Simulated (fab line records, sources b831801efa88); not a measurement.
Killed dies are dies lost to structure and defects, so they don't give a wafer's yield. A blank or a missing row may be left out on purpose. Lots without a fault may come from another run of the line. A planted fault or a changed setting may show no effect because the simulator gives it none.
Which tool did it? | flow sky130 | 11 lots, 32 wafers sampled, at 1 step of a route of 708

WHAT THE GAUGES READ, wafer by wafer
SKY_VIA3_CD_MEAS_12: target cd 200 nm.
lot  | measured     | on        | cd_nm (nm)
L295 | day 39 18:06 | cd_sem-02 | 200.7 200.1 199.7
L296 | day 40 01:50 | cd_sem-02 | 197.9 196.8 196.7
L298 | day 40 08:28 | cd_sem-01 | 201.7 203.1 201.4
L299 | day 41 05:53 | cd_sem-02 | 199.8 200.1 198.7
L300 | day 41 12:09 | cd_sem-01 | 202.0 201.8 203.2
L301 | day 41 17:25 | cd_sem-01 | 199.5 201.1 199.4
L302 | day 42 02:02 | cd_sem-01 | 200.2 199.5 199.5
L303 | day 42 09:49 | cd_sem-02 | 197.4 198.0 197.9
L307 | day 43 05:25 | cd_sem-02 | 201.3 199.8
L311 | day 44 09:56 | cd_sem-01 | 200.5 200.7 200.7
L317 | day 45 17:38 | cd_sem-02 | 199.9 200.2 199.8

WHICH TOOL RAN EACH LOT (tool, then ch and the chambers of the sampled wafers, then the start)
The record holds no process step before these readings.

THE ANSWER, worked out from the rows above alone
Rule: what is usual is taken from the lots themselves. Put in order of their means at a reading, lots are off if they are a third of the lots or fewer, leave a main group of 4 or more, and stand apart from it by a gap of 3 or more times the standard deviation of the main group's means; of several such gaps the widest counts. A main group whose means are all the same, to the digits that the tables above print for the reading, isn't used. A lot without any number at a reading at which 4 lots or more have one is off too. The other lots that the step has rows for count as sound.
No lot is off at any reading shown: from this, nothing can be told.

WHAT THE SIMULATOR HAD PUT IN
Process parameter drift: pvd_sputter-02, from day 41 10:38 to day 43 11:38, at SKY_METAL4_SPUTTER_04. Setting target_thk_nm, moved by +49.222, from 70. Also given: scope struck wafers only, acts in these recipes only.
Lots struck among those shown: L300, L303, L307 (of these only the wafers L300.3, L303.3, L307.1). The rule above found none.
